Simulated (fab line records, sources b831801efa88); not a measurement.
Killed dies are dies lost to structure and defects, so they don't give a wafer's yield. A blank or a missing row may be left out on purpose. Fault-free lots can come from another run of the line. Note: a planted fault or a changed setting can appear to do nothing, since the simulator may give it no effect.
Comparing a struck lot with a sound one :: flow sky130 :: 30 steps out of a route of 708
Sound: these wafers, L402.2, L402.4, L402.6. Wafers L407.4, L407.5, L407.6 were the ones struck. Last of all comes the cause.
For every step that has rows: the tool of each side, followed by ch and its chambers, followed by its first start. Under that, the readings that differ: sound wafers :: struck wafers :: difference of the means :: sigmas: that difference in standard deviations of wafers without a fault.
alike: same words and numbers on both sides, and readings whose means sit less than 2 such deviations apart. not compared: any withheld reading, any reading some wafer has no value for, any bound like >300 that may hide the same value, and any number with overlapping values for which the record gives no deviation.
Wherever a step has rows on one side only, a row that says differs or no value, or a row with sigmas, the two part there. Numbers that have no deviation but don't overlap get no sigmas and don't part them. A reading missing from all wafers of one side parts the sides only when that side holds two or more wafers.

first, 5 steps without rows for these wafers: SKY_SONOS_ONO_COAT_08 (resist thk 1140 nm); SKY_SONOS_ONO_SOFTBAKE_09 (time 60 s); SKY_SONOS_ONO_EXPOSE_10 (exposes mask ONOM, target cd 410 nm); SKY_SONOS_ONO_PEB_11; SKY_SONOS_ONO_DEVELOP_12 (develop time 60 s).
SKY_SONOS_ONO_CD_MEAS_13: target cd 410 nm.
  sound on cd-sem-01 at day 14 10:56; struck on cd-sem-01 at day 16 01:22
  alike: cd-nm
SKY_SONOS_ONO_OVL_MEAS_14:
  sound on overlay-02 at day 14 11:02; struck on overlay-01 at day 16 01:26
reading: SONOS_ONO_OVL (nm)
sound: -3.9 -4.6 -2.4
struck: -0.6 -0.5 1.3
difference: +3.7
sigmas: +2
SKY_SONOS_ONO_ETCH_15: etches the open film in CHF3/O2, target depth 19.52 nm, time 7.8 s.
  sound on rie-diel-02 ch 0,3, day 14 11:04; struck on rie-diel-01 ch 1,2, day 16 01:28
  alike: bias-w, drypump-motor-current-A, oes-product-au, throttle-valve-pct
  not compared: rf-hours-counter-h
then, 1 step without rows for these wafers: SKY_SONOS_ONO_WET_ETCH_16 (etches SiO2 in dHF, target depth 14 nm, time 280 s).
SKY_SONOS_ONO_STRIP_17: strips in O2/N2.
  sound on plasma-asher-01 ch 0,1, day 14 11:11; struck on plasma-asher-02 ch 0,1, day 16 01:36
  alike: drypump-motor-current-A, oes-product-au, strip-time-to-endpoint-s
  not compared: rf-hours-counter-h
then, 2 steps without rows for these wafers: SKY_SONOS_ONO_WET_ETCH_18 (etches Si3N4 in H3PO4, target depth 15 nm, time 172 s); SKY_GATE_OXIDE_CLEAN_00 (cleans in SC1/SC2, time 150 s).
SKY_GATE_OXIDE_OXIDATION_01: stabilise 600 s, purge 300 s, target thk 10.268 nm.
  sound on furnace-02 ch 0, day 14 11:24; struck on furnace-01 ch 0, day 16 01:46
reading: spike-tc-centre-C (C)
sound: 898.4 900.3 896.2
struck: 888.1 885.6 885.1
difference: -12.0
sigmas: -9

reading: spike-tc-lower-C (C)
sound: 903.2 903.1 900.7
struck: 886.7 885.0 884.2
difference: -17.0
sigmas: -17

reading: spike-tc-top-C (C)
sound: 912.6 913.7 912.9
struck: 898.2 899.9 899.8
difference: -13.8
sigmas: -11

reading: spike-tc-upper-C (C)
sound: 901.5 901.2 900.9
struck: 885.0 884.4 883.8
difference: -16.8
sigmas: -15

reading: zone-power-lower-pct (%)
sound: 18.1 17.8 17.8
struck: 16.2 16.3 16.3
difference: -1.6
sigmas: -3

reading: model.SiO2_of_GATE_OXIDE_OXIDATION_01.thk-nm (nm)
sound: 10.52 10.55 10.45
struck: 8.961 9.213 8.942
difference: -1.468
sigmas: 
  alike: spike-tc-bottom-C, zone-power-bottom-pct
SKY_GATE_OXIDE_THK_MEAS_02:
  sound on film-metro-04 at day 14 12:49; struck on film-metro-01 at day 16 03:13
reading: GATE_OXIDE_OXIDATION_00_THK (nm)
sound: 10.52 10.56 10.44
struck: 8.92 9.19 8.96
difference: -1.48
sigmas: -6
then, 7 steps without rows for these wafers: SKY_GATE_OXIDE_DEHYDRATE_03 (time 60 s); SKY_GATE_OXIDE_HMDS_04 (prime time 60 s); SKY_GATE_OXIDE_COAT_05 (resist thk 1140 nm); SKY_GATE_OXIDE_SOFTBAKE_06 (time 60 s); SKY_GATE_OXIDE_EXPOSE_07 (exposes mask LVOM, target cd 600 nm); SKY_GATE_OXIDE_PEB_08; SKY_GATE_OXIDE_DEVELOP_09 (develop time 60 s).
SKY_GATE_OXIDE_OVL_MEAS_10:
  sound on overlay-01 at day 15 16:46; struck on overlay-01 at day 17 07:59
  alike: GATE_OXIDE_OVL
then, 2 steps without rows for these wafers: SKY_GATE_OXIDE_IMPLANT_11; SKY_GATE_OXIDE_WET_ETCH_12 (etches SiO2 in dHF, target depth 16.8 nm, time 336 s).
SKY_GATE_OXIDE_STRIP_13: strips in O2/N2.
  sound on plasma-asher-03 ch 0,1, day 15 17:03; struck on plasma-asher-03 ch 0,1, day 17 08:17
  alike: drypump-motor-current-A, oes-product-au, strip-time-to-endpoint-s
  not compared: rf-hours-counter-h
SKY_GATE_OXIDE_TW_MEAS_14:
  sound on film-metro-03 at day 15 17:10; struck on film-metro-04 at day 17 08:23
  alike: GATE_OXIDE_TW
then, 1 step without rows for these wafers: SKY_GATE_OXIDE_CLEAN_15 (cleans in SC1/SC2, time 150 s).
SKY_GATE_OXIDE_OXIDATION_16: stabilise 600 s, purge 300 s, target thk 3.57 nm.
  sound on furnace-02 ch 0, day 15 18:17; struck on furnace-02 ch 0, day 17 10:23
reading: model.SiO2_of_GATE_OXIDE_OXIDATION_01.thk-nm (nm)
sound: 11.85 11.9 11.77
struck: 10.42 10.71 10.46
difference: -1.31
sigmas: 
  alike: ox-temp-c, spike-tc-bottom-C, spike-tc-centre-C, spike-tc-lower-C, spike-tc-top-C, spike-tc-upper-C, zone-power-bottom-pct, zone-power-lower-pct
then, 1 step without rows for these wafers: SKY_POLY_GATE_CVD_00 (deposits poly-Si, target thk 180 nm, time 720 s).
-- the record jumps here: 31 days lie between the struck wafers' starts before and after (it left off in module POLY_GATE and takes up again in module PAD_OPEN, whose first step shown is number 708 of the route) --
SKY_PAD_OPEN_PROBE_99:
  sound on prober-02 at day 47 08:45; struck on prober-01 at day 48 13:47
reading: model.etest.nfet_16v.r-on-ohm-um
sound: 1.425e+04 1.444e+04 1.433e+04
struck: 1.326e+04 1.347e+04 1.341e+04
difference: -9.600e+02
sigmas: 

reading: model.etest.pfet-g5v0d10v5.r-on-ohm-um
sound: 4644 4720 4649
struck: 4478 4517 4490
difference: -176
sigmas: 

reading: model.etest.tip-sonos.rs-ohm-sq
sound: 2676 2730 2668
struck: 2418 2495 2454
difference: -236
sigmas: 

reading: model.etest.nfet-g5v0d10v5.r-on-ohm-um
sound: 1859 1887 1882
struck: 1770 1781 1785
difference: -97
sigmas: 

reading: model.etest.nfet-g5v0d10v5.drive-ua-um
sound: 605.6 596.1 612.7
struck: 680.7 660.2 669.9
difference: +65.5
sigmas: 

reading: model.etest.nfet_05v0_nvt.drive-ua-um
sound: 576.8 570.2 572
struck: 643.2 624.5 635.8
difference: +61.5
sigmas: 

reading: model.etest.pfet-g5v0d10v5.drive-ua-um
sound: 348.5 344.7 346.5
struck: 374.4 364.7 369.7
difference: +23.0
sigmas: 

reading: model.etest.nfet_16v.drive-ua-um
sound: 219.2 216.1 220.5
struck: 249.3 245.3 248.4
difference: +29.1
sigmas: 
  alike: killed_at_M0_to_M3, killed_at_M4_up, killed-at-contacts, killed-at-front-end, killed-at-other, killed-dies, killed-open, killed-short

WHERE THEY PART
Last at SKY_GATE_OXIDE_THK_MEAS_02 as far as this record goes, first at SKY_SONOS_ONO_OVL_MEAS_14. Later steps at which nothing parts them and some readings are alike: SKY_GATE_OXIDE_OVL_MEAS_10, SKY_GATE_OXIDE_STRIP_13, SKY_GATE_OXIDE_TW_MEAS_14, SKY_GATE_OXIDE_OXIDATION_16, SKY_PAD_OPEN_PROBE_99.

WHY: what the simulator had put in
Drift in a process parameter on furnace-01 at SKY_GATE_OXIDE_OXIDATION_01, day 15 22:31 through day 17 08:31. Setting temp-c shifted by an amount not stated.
